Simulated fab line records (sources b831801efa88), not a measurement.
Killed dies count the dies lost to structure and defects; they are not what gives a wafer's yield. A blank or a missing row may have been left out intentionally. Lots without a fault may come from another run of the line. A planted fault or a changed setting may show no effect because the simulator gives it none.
fab line records ; flow sky130
[record] lots = 12; wafers = 36; lastDay = 50
route steps=708 shown FIELD_ISO@26 PWDE@54 VT_ADJUST_HVTR@139 SONOS_ONO@178
lots that met no fault: taken from a fault-free run of the same line
startH: start of the lot's first displayed wafer, in hours after the record's first day ; waitH: how many hours have passed since the lot's step before this one ; " as in the row above ; L1.1+2: a row that stands for several wafers ; - value missing, or start not given ; * or withheld: withheld ; < > ~ a bound
route shown NAME@n: NAME is a module with steps in the file, n the number in the route of the first one ; usual: the fault-free wafers' mean and standard deviation ; same: alike in all rows ; chamber/n: place in a boat ; sites: the reading at each site ; _std_site: the standard deviation of these ; _edge_site: the outer-site mean with the inner-site mean subtracted ; radiusMm: how far each site lies from the wafer's centre ; mask NAME#n: copy n ; behind: the last tool/chamber to shape the wafer ; hold: cause of the lot's hold/its duration in hours/its outcome ; device: names the non-switching transistor (n, p or np) ; end of line: the tests these same wafers got at the end of their route ; step lacking rows: just its recipe ; killed: dies lost to structure and defects at the first sort, not the wafer's yield ; map: the dies of a wafer, with x for killed, . for not killed, _ for no die there
set.NAME: the setting the step ran with; set.NAME@STEP: the setting that earlier step ran with ; model.NAME: the simulator's own value behind a step, which no gauge read
a sample of lots followed through the steps of the route, with each step as a table and each wafer as a row
services: from which hour (startH, from the record's first day; less than 0 if before it) a tool's chamber was out of use, for how many hours, and why
[[steps]]
[step SKY_FIELD_ISO_THK_MEAS_25]
[recipe] reads = SiO2_of_FIELD_ISO_CVD_24
[usual] FIELD_ISO_CVD_24_THK = 593/7
lot.wafer;tool;chamber;startH;waitH;FIELD_ISO_CVD_24_THK[nm]
L287.1;filmMetro-01;-;35.08;0.0;592
L287.3;filmMetro-01;-;35.08;0.0;592
L287.5;filmMetro-01;-;35.08;0.0;587
L288.1;filmMetro-03;-;39.63;0.0;597
L288.2;filmMetro-03;-;39.63;0.0;606
L288.3;filmMetro-03;-;39.63;0.0;592
L292.2;filmMetro-02;-;58.69;0.0;601
L292.3;filmMetro-02;-;58.69;0.0;591
L292.5;filmMetro-02;-;58.69;0.0;591
L294.1;filmMetro-02;-;70.02;0.0;605
L294.2;filmMetro-02;-;70.02;0.0;601
L294.6;filmMetro-02;-;70.02;0.0;603
L298.1;filmMetro-03;-;88.27;0.0;587
L298.5;filmMetro-03;-;88.27;0.0;589
L298.6;filmMetro-03;-;88.27;0.0;601
L299.1;filmMetro-02;-;96.60;0.0;583
L299.4;filmMetro-02;-;96.60;0.0;584
L299.5;filmMetro-02;-;96.60;0.0;595
L300.3;filmMetro-01;-;103.61;0.1;592
L300.4;filmMetro-01;-;103.61;0.1;596
L300.6;filmMetro-01;-;103.61;0.1;593
L303.1;filmMetro-03;-;116.15;0.0;598
L303.2;filmMetro-03;-;116.15;0.0;593
L303.5;filmMetro-03;-;116.15;0.0;597
L304.2;filmMetro-02;-;119.65;0.0;596
L304.5;filmMetro-02;-;119.65;0.0;587
L304.6;filmMetro-02;-;119.65;0.0;594
L307.2;filmMetro-03;-;136.03;0.0;610
L307.4;filmMetro-03;-;136.03;0.0;601
L307.5;filmMetro-03;-;136.03;0.0;594
L309.3;filmMetro-01;-;145.51;0.1;590
L309.5;filmMetro-01;-;145.51;0.1;592
L309.6;filmMetro-01;-;145.51;0.1;577
L310.2;filmMetro-03;-;152.17;0.0;604
L310.4;filmMetro-03;-;152.17;0.0;599
L310.6;filmMetro-03;-;152.17;0.0;597
[step SKY_PWDE_STRIP_09]
[recipe] chemistry = O2/N2; powerW = 1400; pressureMtorr = 1500; platenTempC = withheld; o2FlowSccm = 3000; n2FlowSccm = 300; overashFraction = 0.5
[usual] drypumpMotorCurrentA = 5.7/0.3; oesProductAu = 0.722/0.0047; stripTimeToEndpointS = 36.94/0.11
lot.wafer;tool;chamber;startH;waitH;drypumpMotorCurrentA;oesProductAu;rfHoursCounterH;stripTimeToEndpointS
L287.1;plasmaAsher-03;0;73.70;0.1;6.0;0.722;39;36.87
L287.3;plasmaAsher-03;1;73.70;0.1;5.3;0.722;-;37.13
L287.5;plasmaAsher-03;0;73.70;0.1;6.0;0.720;-;37.05
L288.1;plasmaAsher-04;1;79.51;0.1;6.0;0.715;41;36.99
L288.2;plasmaAsher-04;0;79.51;0.1;5.6;0.724;41;36.92
L288.3;plasmaAsher-04;0;79.51;0.1;5.6;0.728;-;36.97
L292.2;plasmaAsher-03;0;97.47;0.1;6.1;0.733;42;37.06
L292.3;plasmaAsher-03;0;97.47;0.1;6.1;0.720;-;37.09
L292.5;plasmaAsher-03;0;97.47;0.1;6.0;0.713;-;37.12
L294.1;plasmaAsher-04;1;109.57;0.1;6.0;0.731;44;36.90
L294.2;plasmaAsher-04;0;109.57;0.1;5.6;0.712;44;36.90
L294.6;plasmaAsher-04;0;109.57;0.1;5.6;0.730;-;36.83
L298.1;plasmaAsher-03;0;132.35;0.1;6.1;0.723;0;37.07
L298.5;plasmaAsher-03;1;132.35;0.1;5.3;0.723;-;37.04
L298.6;plasmaAsher-03;0;132.35;0.1;6.0;0.720;-;37.01
L299.1;plasmaAsher-01;1;139.76;0.1;5.7;0.718;43;36.89
L299.4;plasmaAsher-01;1;139.76;0.1;5.7;0.718;-;36.92
L299.5;plasmaAsher-01;1;139.76;0.1;5.7;0.729;-;36.94
L300.3;plasmaAsher-03;0;146.53;0.1;6.0;0.724;-;36.94
L300.4;plasmaAsher-03;1;146.53;0.1;5.3;0.725;-;36.89
L300.6;plasmaAsher-03;0;146.53;0.1;6.0;0.723;-;36.95
L303.1;plasmaAsher-03;0;158.32;0.1;6.0;0.721;3;36.94
L303.2;plasmaAsher-03;1;158.32;0.1;5.3;0.718;3;37.01
L303.5;plasmaAsher-03;1;158.32;0.1;5.3;0.724;-;36.95
L304.2;plasmaAsher-03;1;163.70;0.1;5.3;0.716;3;36.93
L304.5;plasmaAsher-03;0;163.70;0.1;6.0;0.720;-;36.85
L304.6;plasmaAsher-03;1;163.70;0.1;5.3;0.724;-;36.88
L307.2;plasmaAsher-03;0;181.77;0.1;6.0;0.714;5;37.13
L307.4;plasmaAsher-03;0;181.77;0.1;6.0;0.727;-;37.13
L307.5;plasmaAsher-03;1;181.77;0.1;5.3;0.720;-;37.03
L309.3;plasmaAsher-01;0;194.65;0.1;5.8;0.724;-;37.08
L309.5;plasmaAsher-01;1;194.65;0.1;5.7;0.722;-;36.91
L309.6;plasmaAsher-01;0;194.65;0.1;5.8;0.724;-;37.04
L310.2;plasmaAsher-04;1;202.47;0.1;6.0;0.716;53;37.04
L310.4;plasmaAsher-04;0;202.47;0.1;5.6;0.720;-;37.04
L310.6;plasmaAsher-04;0;202.47;0.1;5.6;0.724;-;37.01
[step SKY_VT_ADJUST_HVTR_OVL_MEAS_08]
[usual] VT_ADJUST_HVTR_OVL = -0.7/1.3
lot.wafer;tool;chamber;startH;waitH;VT_ADJUST_HVTR_OVL[nm]
L287.1;overlay-01;-;208.83;0.1;-1.4
L287.3;overlay-01;-;208.83;0.1;0.2
L287.5;overlay-01;-;208.83;0.1;-0.4
L288.1;overlay-01;-;218.24;0.1;-1.5
L288.2;overlay-01;-;218.24;0.1;-1.1
L288.3;overlay-01;-;218.24;0.1;-1.5
L292.2;overlay-01;-;241.20;0.1;1.0
L292.3;overlay-01;-;241.20;0.1;1.6
L292.5;overlay-01;-;241.20;0.1;-1.4
L294.1;overlay-01;-;253.89;0.1;-0.4
L294.2;overlay-01;-;253.89;0.1;0.2
L294.6;overlay-01;-;253.89;0.1;0.5
L298.1;overlay-02;-;286.28;0.1;-0.7
L298.5;overlay-02;-;286.28;0.1;-1.8
L298.6;overlay-02;-;286.28;0.1;0.0
L299.1;overlay-01;-;295.84;0.1;-0.1
L299.4;overlay-01;-;295.84;0.1;-1.2
L299.5;overlay-01;-;295.84;0.1;-2.0
L300.3;overlay-02;-;302.91;0.1;-0.2
L300.4;overlay-02;-;302.91;0.1;-2.3
L300.6;overlay-02;-;302.91;0.1;1.8
L303.1;overlay-02;-;318.24;0.1;-1.1
L303.2;overlay-02;-;318.24;0.1;-1.1
L303.5;overlay-02;-;318.24;0.1;-1.5
L304.2;overlay-01;-;327.09;0.1;-2.4
L304.5;overlay-01;-;327.09;0.1;-0.2
L304.6;overlay-01;-;327.09;0.1;0.0
L307.2;overlay-01;-;348.20;0.1;-1.0
L307.4;overlay-01;-;348.20;0.1;-2.1
L307.5;overlay-01;-;348.20;0.1;-0.7
L309.3;overlay-02;-;367.09;0.1;-1.8
L309.5;overlay-02;-;367.09;0.1;-2.2
L309.6;overlay-02;-;367.09;0.1;-0.8
L310.2;overlay-01;-;375.39;0.1;0.9
L310.4;overlay-01;-;375.39;0.1;0.7
L310.6;overlay-01;-;375.39;0.1;0.8
[step SKY_SONOS_ONO_EXPOSE_10]
[recipe] maskId = ONOM; targetCdNm = 410; na = 0.6; sourceShape = conventional; sigmaOuter = 0.6; doseMj = 150
[usual] exposureDoseMJCm2 = 149.96/0.15
lot.wafer;tool;chamber;startH;waitH;mask;exposureDoseMJCm2
L287.1;ilineStepper-02;0;274.51;-;ONOM#0;149.83
L287.3;ilineStepper-02;0;274.51;-;ONOM#0;149.68
L287.5;ilineStepper-02;0;274.51;-;ONOM#0;149.95
L288.1;ilineStepper-01;0;283.48;-;ONOM#0;150.00
L288.2;ilineStepper-01;0;283.48;-;ONOM#0;150.05
L288.3;ilineStepper-01;0;283.48;-;ONOM#0;150.07
L292.2;ilineStepper-01;0;307.13;-;ONOM#0;150.06
L292.3;ilineStepper-01;0;307.13;-;ONOM#0;150.12
L292.5;ilineStepper-01;0;307.13;-;ONOM#0;150.21
L294.1;ilineStepper-02;0;319.36;-;ONOM#0;149.96
L294.2;ilineStepper-02;0;319.36;-;ONOM#0;150.11
L294.6;ilineStepper-02;0;319.36;-;ONOM#0;150.10
L298.1;ilineStepper-01;0;359.51;-;ONOM#0;149.99
L298.5;ilineStepper-01;0;359.51;-;ONOM#0;150.22
L298.6;ilineStepper-01;0;359.51;-;ONOM#0;150.10
L299.1;ilineStepper-02;0;376.36;-;ONOM#0;156.73
L299.4;ilineStepper-02;0;376.36;-;ONOM#0;156.75
L299.5;ilineStepper-02;0;376.36;-;ONOM#0;156.49
L300.3;ilineStepper-02;0;376.80;-;ONOM#0;156.59
L300.4;ilineStepper-02;0;376.80;-;ONOM#0;156.46
L300.6;ilineStepper-02;0;376.80;-;ONOM#0;156.48
L303.1;ilineStepper-01;0;393.11;-;ONOM#0;149.64
L303.2;ilineStepper-01;0;393.11;-;ONOM#0;150.01
L303.5;ilineStepper-01;0;393.11;-;ONOM#0;149.70
L304.2;ilineStepper-01;0;407.10;-;ONOM#0;150.11
L304.5;ilineStepper-01;0;407.10;-;ONOM#0;150.22
L304.6;ilineStepper-01;0;407.10;-;ONOM#0;150.17
L307.2;ilineStepper-01;0;426.58;-;ONOM#0;150.02
L307.4;ilineStepper-01;0;426.58;-;ONOM#0;150.02
L307.5;ilineStepper-01;0;426.58;-;ONOM#0;149.77
L309.3;ilineStepper-01;0;448.07;-;ONOM#0;149.96
L309.5;ilineStepper-01;0;448.07;-;ONOM#0;150.08
L309.6;ilineStepper-01;0;448.07;-;ONOM#0;150.11
L310.2;ilineStepper-01;0;455.70;-;ONOM#0;150.07
L310.4;ilineStepper-01;0;455.70;-;ONOM#0;150.13
L310.6;ilineStepper-01;0;455.70;-;ONOM#0;149.98
[step SKY_SONOS_ONO_CD_MEAS_13]
[recipe] targetCdNm = 410
[usual] cdNm = 410.1/2
lot.wafer;tool;chamber;startH;waitH;cdNm
L287.1;cdSem-02;-;286.28;0.2;410.8
L287.3;cdSem-02;-;286.28;0.2;412.6
L287.5;cdSem-02;-;286.28;0.2;409.4
L288.1;cdSem-02;-;295.07;0.1;409.6
L288.2;cdSem-02;-;295.07;0.1;410.3
L288.3;cdSem-02;-;295.07;0.1;409.6
L292.2;cdSem-01;-;320.19;0.1;407.2
L292.3;cdSem-01;-;320.19;0.1;407.4
L292.5;cdSem-01;-;320.19;0.1;409.2
L294.1;cdSem-02;-;332.22;0.1;409.4
L294.2;cdSem-02;-;332.22;0.1;408.2
L294.6;cdSem-02;-;332.22;0.1;407.4
L298.1;cdSem-02;-;372.83;0.1;410.5
L298.5;cdSem-02;-;372.83;0.1;410.5
L298.6;cdSem-02;-;372.83;0.1;410.2
L299.1;cdSem-02;-;390.03;0.1;400.0
L299.4;cdSem-02;-;390.03;0.1;399.7
L299.5;cdSem-02;-;390.03;0.1;400.3
L300.3;cdSem-01;-;390.37;0.1;399.8
L300.4;cdSem-01;-;390.37;0.1;398.6
L300.6;cdSem-01;-;390.37;0.1;399.4
L303.1;cdSem-01;-;407.22;0.1;410.7
L303.2;cdSem-01;-;407.22;0.1;412.9
L303.5;cdSem-01;-;407.22;0.1;411.7
L304.2;cdSem-01;-;420.75;0.1;408.1
L304.5;cdSem-01;-;420.75;0.1;409.8
L304.6;cdSem-01;-;420.75;0.1;410.2
L307.2;cdSem-01;-;441.80;0.1;408.9
L307.4;cdSem-01;-;441.80;0.1;409.2
L307.5;cdSem-01;-;441.80;0.1;408.6
L309.3;cdSem-02;-;462.26;0.1;409.9
L309.5;cdSem-02;-;462.26;0.1;412.3
L309.6;cdSem-02;-;462.26;0.1;410.6
L310.2;cdSem-02;-;470.98;0.1;410.8
L310.4;cdSem-02;-;470.98;0.1;411.5
L310.6;cdSem-02;-;470.98;0.1;410.2
[[services]]
tool;chamber;startH;hours;kind
ilineStepper-01;-;51.06;1.7;pm
plasmaAsher-01;-;86.29;9.6;repair
ilineStepper-02;-;94.35;1.7;pm
plasmaAsher-03;-;108.75;9.0;pm
plasmaAsher-03;0;108.75;9.0;ventCycle
plasmaAsher-03;1;108.75;9.0;ventCycle
ilineStepper-01;-;113.22;3.8;repair
plasmaAsher-03;-;117.75;14.6;pm
plasmaAsher-04;-;139.87;9.2;repair
ilineStepper-01;0;181.11;-;calibration
plasmaAsher-04;-;208.02;0.7;repair
ilineStepper-01;-;212.81;4.3;pm
ilineStepper-01;-;250.60;3.6;repair
ilineStepper-01;-;269.24;1.7;pm
plasmaAsher-03;-;275.73;1.2;repair
ilineStepper-02;-;278.32;0.7;repair
ilineStepper-02;-;299.18;10.6;repair
ilineStepper-02;-;312.53;1.7;pm
plasmaAsher-04;-;371.99;1.5;repair
ilineStepper-01;0;391.78;-;calibration
ilineStepper-02;-;394.96;2.7;repair
plasmaAsher-01;-;421.25;9.0;pm
plasmaAsher-04;-;421.81;2.0;repair
ilineStepper-02;-;433.19;9.0;repair
[[key]]
[firstSign] step = SKY_SONOS_ONO_EXPOSE_10; reading = exposureDoseMJCm2; direction = up; sigmas = 44; usual = *; struck = *
[effect] step = SKY_SONOS_ONO_CD_MEAS_13; reading = cdNm; direction = down; sigmas = 5.2; usual = 410.1; struck = 399.6
metAt SKY_SONOS_ONO_EXPOSE_10
struckLots L299,L300
testerLeftOut L299,L300
notActingAt SKY_FIELD_ISO_THK_MEAS_25,SKY_PWDE_STRIP_09,SKY_VT_ADJUST_HVTR_OVL_MEAS_08
onsetBetween 319.36 376.36
[fault] kind = processParameterDrift; tool = ilineStepper-02; chamber = -; onsetH = 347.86; steps = SKY_SONOS_ONO_EXPOSE_10; channel = doseMj; offset = 6.6493; shape = step; actsIn = theseRecipesOnly; stated = 150
// testerLeftOut: of these lots the tester's yield and bins aren't shown, on N5 and GAA mostly nor the transistor test; their killed dies are dies lost to structure and defects alone, not to doping, threshold or leakage, so they don't give the yield
